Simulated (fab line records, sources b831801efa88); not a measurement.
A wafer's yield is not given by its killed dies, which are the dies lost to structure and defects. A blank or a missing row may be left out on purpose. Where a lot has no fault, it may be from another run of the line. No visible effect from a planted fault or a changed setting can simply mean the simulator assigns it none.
fab line records	flow sky130
record lots=13	wafers=39	lastDay=50
route steps=708 shown VT_ADJUST_HVTP@95 LDD_P@265 LDD_HVN@276
lots with no fault: from the same line, run without faults
startH: hours from the record's first day to the start of the lot's first wafer shown	waitH: hours since the lot's step before	" as in the row above	L1.1+2: a row that stands for several wafers	- no value, or no start given	* or withheld: withheld	< > ~ a bound
route shown NAME@n: a module of which the file shows steps, and the number in the route of the first	usual: mean/standard deviation of fault-free wafers	same: alike in all rows	chamber/n: place in a boat	sites: per-site readings	_std_site: the values' standard deviation	_edge_site: outer sites' mean less inner sites'	radiusMm: how far each site lies from the wafer's centre	mask NAME#n: copy n	behind: the tool/chamber that last shaped the wafer	hold: why the lot went on hold/how many hours it stayed there/how the hold came to an end	device: the transistor (n, p or np) that didn't switch	end of line: the tests these same wafers got at the end of their route	where a step has no rows: the recipe by itself	killed: dies lost to structure and defects at the first sort, not the wafer's yield	map: dies across one wafer; x = killed, . = not, _ = none there
set.NAME: the setting the step ran with; set.NAME@STEP: the setting that earlier step ran with	model.NAME: the simulator's own value behind a step, which no gauge read
a sample of lots followed through the steps of the route, with each step as a table and each wafer as a row
services: the hour from which a tool's chamber was out of use, counted from the record's first day as startH (under 0 if before that day), plus the number of hours and why
## steps
# step SKY_VT_ADJUST_HVTP_STRIP_10
# recipe chemistry=O2/N2	powerW=1400	pressureMtorr=1500	platenTempC=withheld	o2FlowSccm=3000	n2FlowSccm=300	overashFraction=0.5
# usual drypumpMotorCurrentA=5.8/0.3	oesProductAu=0.715/0.0044	stripTimeToEndpointS=14.18/0.036
lot.wafer	tool	chamber	startH	waitH	drypumpMotorCurrentA	oesProductAu	rfHoursCounterH	stripTimeToEndpointS
L428.3	plasmaAsher-03	0	142.62	0.1	5.8	0.713	-	14.26
L428.5	"	0	"	"	5.7	0.718	-	14.23
L428.6	"	1	"	"	5.8	0.712	-	14.23
L429.1	plasmaAsher-01	1	142.72	0.1	5.4	0.712	45	14.20
L429.2	"	0	"	"	5.5	0.715	45	14.14
L429.4	"	0	"	"	5.5	0.701	-	14.16
L431.4	plasmaAsher-03	1	160.69	0.1	5.8	0.718	-	14.16
L431.5	"	1	"	"	5.8	0.710	-	14.20
L431.6	"	0	"	"	5.8	0.714	-	14.16
L433.2	plasmaAsher-01	1	167.22	0.1	5.4	0.718	48	14.18
L433.5	"	1	"	"	5.4	0.718	-	14.24
L433.6	"	0	"	"	5.5	0.720	-	14.16
L432.1	plasmaAsher-01	1	169.40	0.1	5.4	0.718	48	14.13
L432.2	"	0	"	"	5.5	0.722	48	14.13
L432.3	"	0	"	"	5.4	0.714	-	14.13
L436.4	plasmaAsher-03	1	180.27	0.1	5.8	0.719	-	14.15
L436.5	"	0	"	"	5.7	0.718	-	14.14
L436.6	"	1	"	"	5.8	0.717	-	14.19
L437.2	plasmaAsher-04	0	191.62	0.1	5.8	0.712	36	14.18
L437.3	"	0	"	"	5.7	0.705	-	14.15
L437.5	"	0	"	"	5.8	0.712	-	14.16
L444.1	plasmaAsher-03	1	228.35	0.1	5.8	0.715	11	14.19
L444.2	"	0	"	"	5.7	0.708	11	14.16
L444.4	"	1	"	"	5.9	0.717	-	14.22
L445.3	plasmaAsher-04	0	233.34	0.1	5.7	0.718	-	14.16
L445.5	"	1	"	"	6.3	0.706	-	14.21
L445.6	"	0	"	"	5.7	0.718	-	14.23
L447.3	plasmaAsher-04	1	249.37	0.1	6.3	0.712	-	14.20
L447.4	"	0	"	"	5.7	0.723	-	14.16
L447.6	"	0	"	"	5.7	0.715	-	14.16
L448.2	plasmaAsher-01	0	254.64	0.1	5.5	0.717	56	14.22
L448.4	"	1	"	"	5.4	0.714	-	14.16
L448.6	"	0	"	"	5.5	0.721	-	14.17
L449.1	plasmaAsher-03	0	258.20	0.1	5.7	0.719	14	14.21
L449.2	"	1	"	"	5.9	0.715	14	14.23
L449.4	"	0	"	"	5.7	0.715	-	14.22
L450.2	plasmaAsher-04	1	265.32	0.1	6.3	0.715	43	14.16
L450.3	"	0	"	"	5.7	0.718	-	14.16
L450.4	"	1	"	"	6.4	0.709	-	14.14
# step SKY_LDD_P_STRIP_10
# recipe chemistry=O2/N2	powerW=1400	pressureMtorr=1500	platenTempC=withheld	o2FlowSccm=3000	n2FlowSccm=300	overashFraction=0.5
# usual drypumpMotorCurrentA=5.91/0.22	oesProductAu=0.715/0.0043	stripTimeToEndpointS=14.19/0.036
lot.wafer	tool	chamber	startH	waitH	drypumpMotorCurrentA	oesProductAu	rfHoursCounterH	stripTimeToEndpointS
L428.3	plasmaAsher-02	1	457.97	0.1	5.84	0.713	-	14.17
L428.5	"	1	"	"	5.87	0.715	-	14.17
L428.6	"	0	"	"	5.84	0.711	-	14.17
L429.1	plasmaAsher-04	1	467.95	0.1	6.37	0.727	63	14.22
L429.2	"	0	"	"	5.75	0.723	63	14.23
L429.4	"	1	"	"	6.35	0.715	-	14.25
L431.4	plasmaAsher-04	0	483.82	0.1	5.78	0.717	-	14.21
L431.5	"	0	"	"	5.78	0.716	-	14.20
L431.6	"	1	"	"	6.34	0.713	-	14.26
L433.2	plasmaAsher-02	1	500.05	0.1	5.85	0.714	81	14.23
L433.5	"	0	"	"	5.83	0.723	-	14.19
L433.6	"	1	"	"	5.85	0.712	-	14.20
L432.1	plasmaAsher-02	1	502.58	0.1	5.86	0.721	82	14.22
L432.2	"	0	"	"	5.82	0.714	82	14.18
L432.3	"	0	"	"	5.83	0.710	-	14.23
L436.4	plasmaAsher-02	1	513.42	0.1	5.85	0.716	-	14.19
L436.5	"	1	"	"	5.84	0.713	-	14.22
L436.6	"	0	"	"	5.82	0.713	-	14.23
L437.2	plasmaAsher-04	1	548.43	0.1	6.36	0.926	73	-
L437.3	"	1	"	"	6.37	0.929	-	-
L437.5	"	1	"	"	6.31	0.929	-	-
L444.1	plasmaAsher-03	0	584.88	0.1	5.74	0.715	40	14.19
L444.2	"	1	"	"	5.83	0.712	40	14.16
L444.4	"	0	"	"	5.75	0.723	-	14.13
L445.3	plasmaAsher-03	1	587.29	0.1	5.83	0.722	-	14.13
L445.5	"	1	"	"	5.86	0.715	-	14.19
L445.6	"	0	"	"	5.68	0.717	-	14.17
L447.3	plasmaAsher-03	1	607.12	0.1	5.86	0.717	-	14.13
L447.4	"	0	"	"	5.73	0.721	-	14.14
L447.6	"	0	"	"	5.73	0.718	-	14.15
L448.2	plasmaAsher-02	1	614.60	0.1	5.85	0.719	94	14.20
L448.4	"	0	"	"	5.82	0.718	-	14.25
L448.6	"	0	"	"	5.84	0.718	-	14.20
L449.1	plasmaAsher-03	0	617.00	0.1	5.75	0.707	43	14.26
L449.2	"	1	"	"	5.83	0.717	43	14.22
L449.4	"	0	"	"	5.81	0.712	-	14.26
L450.2	plasmaAsher-04	0	626.28	0.1	5.70	0.709	81	14.17
L450.3	"	1	"	"	6.36	0.715	-	14.15
L450.4	"	0	"	"	5.73	0.713	-	14.12
# step SKY_LDD_HVN_STRIP_09
# recipe chemistry=O2/N2	powerW=1400	pressureMtorr=1500	platenTempC=withheld	o2FlowSccm=3000	n2FlowSccm=300	overashFraction=0.5
# usual drypumpMotorCurrentA=5.9/0.3	oesProductAu=0.408/0.0043	stripTimeToEndpointS=4.139/0.015
lot.wafer	tool	chamber	startH	waitH	drypumpMotorCurrentA	oesProductAu	rfHoursCounterH	stripTimeToEndpointS
L428.3	plasmaAsher-02	0	489.35	0.1	5.8	0.414	-	4.127
L428.5	"	0	"	"	5.8	0.403	-	4.145
L428.6	"	1	"	"	5.9	0.410	-	4.154
L429.1	plasmaAsher-04	0	499.36	0.1	5.8	0.405	67	4.118
L429.2	"	1	"	"	6.3	0.407	67	4.150
L429.4	"	0	"	"	5.8	0.414	-	4.137
L431.4	plasmaAsher-04	0	514.98	0.1	5.8	0.407	-	4.153
L431.5	"	1	"	"	6.4	0.409	-	4.148
L431.6	"	0	"	"	5.8	0.411	-	4.165
L433.2	plasmaAsher-04	0	530.93	0.1	5.8	0.406	71	4.150
L433.5	"	1	"	"	6.3	0.416	-	4.132
L433.6	"	0	"	"	5.8	0.416	-	4.148
L432.1	plasmaAsher-01	0	533.61	0.1	5.5	0.406	12	4.132
L432.2	"	1	"	"	5.4	0.408	12	4.141
L432.3	"	1	"	"	5.4	0.413	-	4.153
L436.4	plasmaAsher-02	0	543.55	0.1	5.8	0.402	-	4.143
L436.5	"	1	"	"	5.8	0.404	-	4.132
L436.6	"	0	"	"	5.8	0.401	-	4.148
L437.2	plasmaAsher-04	1	578.65	0.1	6.3	0.718	76	12.700
L437.3	"	0	"	"	5.8	0.718	-	12.701
L437.5	"	0	"	"	5.8	0.713	-	12.725
L444.1	plasmaAsher-04	1	614.50	0.1	6.3	0.417	80	4.123
L444.2	"	0	"	"	5.8	0.405	80	4.136
L444.4	"	1	"	"	6.3	0.420	-	4.155
L445.3	plasmaAsher-01	1	617.43	0.1	5.4	0.408	-	4.159
L445.5	"	0	"	"	5.4	0.409	-	4.150
L445.6	"	1	"	"	5.4	0.415	-	4.164
L447.3	plasmaAsher-02	0	635.80	0.1	5.8	0.397	-	4.152
L447.4	"	1	"	"	5.8	0.407	-	4.174
L447.6	"	1	"	"	5.8	0.418	-	4.148
L448.2	plasmaAsher-01	1	643.65	0.1	5.4	0.407	24	4.136
L448.4	"	1	"	"	5.4	0.405	-	4.137
L448.6	"	0	"	"	5.5	0.402	-	4.147
L449.1	plasmaAsher-02	0	645.48	0.1	5.8	0.416	97	4.135
L449.2	"	1	"	"	5.8	0.411	97	4.148
L449.4	"	0	"	"	5.8	0.405	-	4.149
L450.2	plasmaAsher-02	0	655.23	0.1	5.8	0.408	98	4.157
L450.3	"	1	"	"	5.9	0.409	-	4.157
L450.4	"	0	"	"	5.8	0.409	-	4.161
# step SKY_LDD_HVN_TW_MEAS_10
# usual LDD_HVN_TW=1439/12
lot.wafer	tool	chamber	startH	waitH	LDD_HVN_TW
L428.3	filmMetro-03	-	489.43	0.1	1432
L428.5	"	-	"	"	1434
L428.6	"	-	"	"	1429
L429.1	filmMetro-01	-	499.46	0.1	1434
L429.2	"	-	"	"	1444
L429.4	"	-	"	"	1437
L431.4	filmMetro-03	-	515.08	0.1	1430
L431.5	"	-	"	"	1423
L431.6	"	-	"	"	1433
L433.2	filmMetro-03	-	531.04	0.1	1436
L433.5	"	-	"	"	1435
L433.6	"	-	"	"	1441
L432.1	filmMetro-01	-	533.71	0.1	1455
L432.2	"	-	"	"	1462
L432.3	"	-	"	"	1453
L436.4	filmMetro-02	-	543.64	0.1	1434
L436.5	"	-	"	"	1438
L436.6	"	-	"	"	1434
L437.2	filmMetro-03	-	578.76	0.1	30
L437.3	"	-	"	"	30
L437.5	"	-	"	"	30
L444.1	filmMetro-02	-	614.60	0.1	1437
L444.2	"	-	"	"	1427
L444.4	"	-	"	"	1435
L445.3	filmMetro-03	-	617.52	0.1	1430
L445.5	"	-	"	"	1417
L445.6	"	-	"	"	1427
L447.3	filmMetro-03	-	635.88	0.1	1427
L447.4	"	-	"	"	1430
L447.6	"	-	"	"	1433
L448.2	filmMetro-01	-	643.76	0.1	1450
L448.4	"	-	"	"	1453
L448.6	"	-	"	"	1454
L449.1	filmMetro-02	-	645.58	0.1	1435
L449.2	"	-	"	"	1432
L449.4	"	-	"	"	1439
L450.2	filmMetro-03	-	655.34	0.1	1427
L450.3	"	-	"	"	1430
L450.4	"	-	"	"	1428
## services
tool	chamber	startH	hours	kind
plasmaAsher-04	-	157.77	5.4	repair
plasmaAsher-04	-	199.23	2.8	pm
plasmaAsher-04	-	222.98	4.3	repair
plasmaAsher-02	-	256.64	1.3	repair
plasmaAsher-01	-	262.83	2.8	pm
plasmaAsher-03	-	274.08	5.1	repair
plasmaAsher-03	-	276.39	3.1	repair
plasmaAsher-01	-	421.25	9.0	pm
plasmaAsher-01	0	421.25	9.0	ventCycle
plasmaAsher-01	1	421.25	9.0	ventCycle
plasmaAsher-01	0	430.25	-	clean
plasmaAsher-01	1	430.25	-	clean
plasmaAsher-04	-	455.46	2.9	repair
plasmaAsher-02	-	472.74	13.8	repair
plasmaAsher-03	-	474.60	41.5	pm
plasmaAsher-01	-	510.22	9.9	repair
plasmaAsher-03	-	544.33	0.4	repair
plasmaAsher-03	-	552.93	14.6	pm
plasmaAsher-01	-	583.80	0.4	repair
plasmaAsher-01	-	584.96	0.8	repair
plasmaAsher-04	-	612.49	0.4	repair
## key
firstSign step=SKY_LDD_P_STRIP_10	reading=oesProductAu	direction=up	sigmas=50	usual=0.715	struck=0.928
effect step=SKY_LDD_HVN_STRIP_09	reading=stripTimeToEndpointS	direction=up	sigmas=99+	usual=*	struck=*
effect step=SKY_LDD_HVN_TW_MEAS_10	reading=LDD_HVN_TW	direction=down	sigmas=99+	usual=1439	struck=30
metAt SKY_LDD_P_STRIP_10
struckLots L437
sortLeftOut L437.2,L437.3,L437.5
testerLeftOut L437
notActingAt SKY_VT_ADJUST_HVTP_STRIP_10
onsetBetween 483.82 548.43
fault kind=stripAborted	tool=plasmaAsher-04	chamber=-	onsetH=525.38	steps=SKY_LDD_P_STRIP_10	offset=0.72532	endH=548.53
# testerLeftOut: of these lots the tester's yield and bins aren't shown, on N5 and GAA mostly nor the transistor test; their killed dies are dies lost to structure and defects alone, not to doping, threshold or leakage, so they don't give the yield
# sortLeftOut: the simulated sort isn't trusted on such a fault, so these wafers' sort isn't shown, and their yield isn't known
